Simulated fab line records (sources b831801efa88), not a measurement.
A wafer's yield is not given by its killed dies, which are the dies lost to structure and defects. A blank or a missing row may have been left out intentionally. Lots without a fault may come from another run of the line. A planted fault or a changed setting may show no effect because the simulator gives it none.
Struck lot and sound lot, side by side || flow gf180mcu || 14 out of 602 route steps
Sound: the wafers L972.2, L972.3, L972.5. The struck wafers were L976.3, L976.4, L976.6. At the end, the cause is stated.
Each step with rows lists, per side, the tool, then ch with its chambers, then its first start. Under that, the readings that differ: sound wafers || struck wafers || difference of the means || sigmas: that difference in standard deviations of wafers without a fault.
alike: readings whose means differ by less than 2 such deviations, and words and numbers that are the same on both sides. not compared: withheld readings, readings that some wafer has no value for, bounds like >300 that may hide the same value, and numbers for which the record gives no deviation and whose values overlap.
The two part at a step that has a row with sigmas, a row that says differs or no value, or rows on one side only. When numbers do not overlap yet have no deviation, they are printed without sigmas and do not part them. Lack of a reading on every wafer of one side parts them only where that side has two or more wafers.

first, 4 steps without rows for these wafers: GF_VT_IMPLANT_SOFTBAKE_25 (time 60 s); GF_VT_IMPLANT_EXPOSE_26 (exposes mask LVPWELL HV AREA, target cd 860 nm); GF_VT_IMPLANT_PEB_27; GF_VT_IMPLANT_DEVELOP_28 (develop time 60 s).
GF_VT_IMPLANT_OVL_MEAS_29:
  struck on overlay-01, day 11 00:17; sound on overlay-01, day 9 21:53
  alike: VT_IMPLANT_02_OVL
after that, 1 step had no rows for these wafers: GF_VT_IMPLANT_IMPLANT_30.
GF_VT_IMPLANT_STRIP_31: strips in O2/N2.
  sound on plasma_asher-03 ch 0,1, day 9 22:04; struck on plasma_asher-01 ch 0,1, day 11 00:30
  alike: drypump_motor_current_A, heater_power_w, oes_product_au, strip_time_to_endpoint_s
  not compared: rf_hours_counter_h
GF_VT_IMPLANT_TW_MEAS_32:
  struck on film_metro-01, day 11 00:35; sound on film_metro-03, day 9 22:11
  alike: VT_IMPLANT_3_TW
then, 4 steps without rows for these wafers: GF_VT_IMPLANT_DEHYDRATE_33 (time 60 s); GF_VT_IMPLANT_HMDS_34 (prime time 60 s); GF_VT_IMPLANT_COAT_35 (resist thk 1000 nm); GF_VT_IMPLANT_SOFTBAKE_36 (time 60 s).
GF_VT_IMPLANT_EXPOSE_37: exposes mask Nwell HV AREA, target cd 860 nm.
  sound on iline_stepper-01 ch 0, day 10 07:12; struck on iline_stepper-02, day 11 09:06
  no value came back on the struck wafers for any of 5 readings (exposure_dose_mJ_cm2, focus_offset_nm (nm) and others); on the sound wafers exposure_dose_mJ_cm2 reads 140.13 139.97 139.95
  alike: mask
after that, 1 step had no rows for these wafers: GF_VT_IMPLANT_PEB_38.

WHERE THEY PART
Only at GF_VT_IMPLANT_EXPOSE_37, as far as this record shows.

WHY: what the simulator had put in
Beginning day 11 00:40, the whole step at GF_VT_IMPLANT_EXPOSE_37 was skipped on iline_stepper-02. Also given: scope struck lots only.
